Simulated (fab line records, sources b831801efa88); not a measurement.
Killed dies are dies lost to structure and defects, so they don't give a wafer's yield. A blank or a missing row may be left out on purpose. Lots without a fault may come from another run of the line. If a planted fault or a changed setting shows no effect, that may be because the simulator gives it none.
Lot-split experiment	flow gf180mcu	23 wafers read across 5 lots, on a route 602 steps long

## SPLIT DETAILS
At GF_HV_LDD_EXPOSE_04 (exposes mask Nplus LV AREA, target cd 400 nm), the setting dose mj was moved away from the recipe's 140 on 8 of the 23 wafers read, by -6.7% to +5.2%. The other wafers ran this setting at the recipe's value.

## FROM THE SPLIT TO THE READING: what the file shows between them, 2 steps
- GF_HV_LDD_PEB_05
- GF_HV_LDD_DEVELOP_06: develop time 60 s

## THE READING
Shown in nm: cd nm at GF_HV_LDD_CD_MEAS_07, with target cd 400 nm. A value of 399.5 nm with a standard deviation of 2 nm is what fault-free wafers of this fab line usually give.

wafer	tool, chamber at the split	dose mj as run	against the recipe	cd nm, nm	against lot-mates on the recipe
L074.1	iline stepper-01, 0	147.3	+5.2%	412.8	+15.2
L074.2	iline stepper-01, 0	147.3	+5.2%	413.5	+15.9
L074.3	iline stepper-01, 0	140	recipe	397.6	-
L074.5	iline stepper-01, 0	147.3	+5.2%	411.9	+14.3
L074.6	iline stepper-01, 0	140	recipe	397.5	-
L075.1	iline stepper-01, 0	130.6	-6.7%	380.1	-20.4
L075.2	iline stepper-01, 0	140	recipe	400.5	-
L075.3	iline stepper-01, 0	130.6	-6.7%	379.8	-20.8
L075.5	iline stepper-01, 0	130.6	-6.7%	380.9	-19.7
L075.6	iline stepper-01, 0	140	recipe	400.6	-
L076.1	iline stepper-01, 0	140	recipe	400.7	-
L076.3	iline stepper-01, 0	140	recipe	403.0	-
L076.4	iline stepper-01, 0	140	recipe	400.9	-
L076.5	iline stepper-01, 0	140	recipe	401.0	-
L076.6	iline stepper-01, 0	140	recipe	399.6	-
L081.1	iline stepper-02, 0	140	recipe	400.0	-
L081.2	iline stepper-02, 0	143.9	+2.8%	407.8	+7.0
L081.3	iline stepper-02, 0	143.9	+2.8%	408.9	+8.1
L081.4	iline stepper-02, 0	140	recipe	401.3	-
L081.6	iline stepper-02, 0	140	recipe	401.0	-
L084.1	iline stepper-02, 0	140	recipe	400.8	-
L084.3	iline stepper-02, 0	140	recipe	401.5	-
L084.4	iline stepper-02, 0	140	recipe	397.7	-

THE FIT
A straight line over all 23 wafers: cd nm changes by +2.77 nm for each +1% of dose mj; r = +0.99; the points scatter about the line by 1.5 nm.
The same after taking each lot's own level away (the mean of its wafers on the recipe; 23 wafers): +2.96 nm for each +1%; r = +1.00; scatter 0.95 nm.
Per that fit: largest dose mj move, reading shift of 20 nm.
Across the lots, their own levels run from 397.55 to 401.04 nm, a range of 1.7 times the standard deviation given above.
The two slopes agree, so the slope changes little with the lot-to-lot level.
Check: with one of the wafers moved furthest among these (-6.7%) left out of the fit, the line predicts -19.9 nm for it against its lot-mates. Against them it came out at -20.4 nm.

## THESE WAFERS: OTHER SPLITS
Other splits were also applied to these wafers ahead of the reading. Each is held against what the fit with the lots' levels taken away leaves over:
other split on the same wafers	wafers away from the commonest value	r with cd nm (lot level and that fit taken away)
GF_VT_IMPLANT_STRIP_31 platen temp c	8	+0.16
GF_VT_IMPLANT_IMPLANT_41 energy kev	5	+0.14
GF_DUAL_GATE_OXIDATION_02 ox time s	10	-0.02
GF_POLY_GATE_EXPOSE_07 dose mj	6	-0.35

## FILE'S OWN FIT
cd nm changes by +2.96 nm for each +1% of dose mj, r = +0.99.
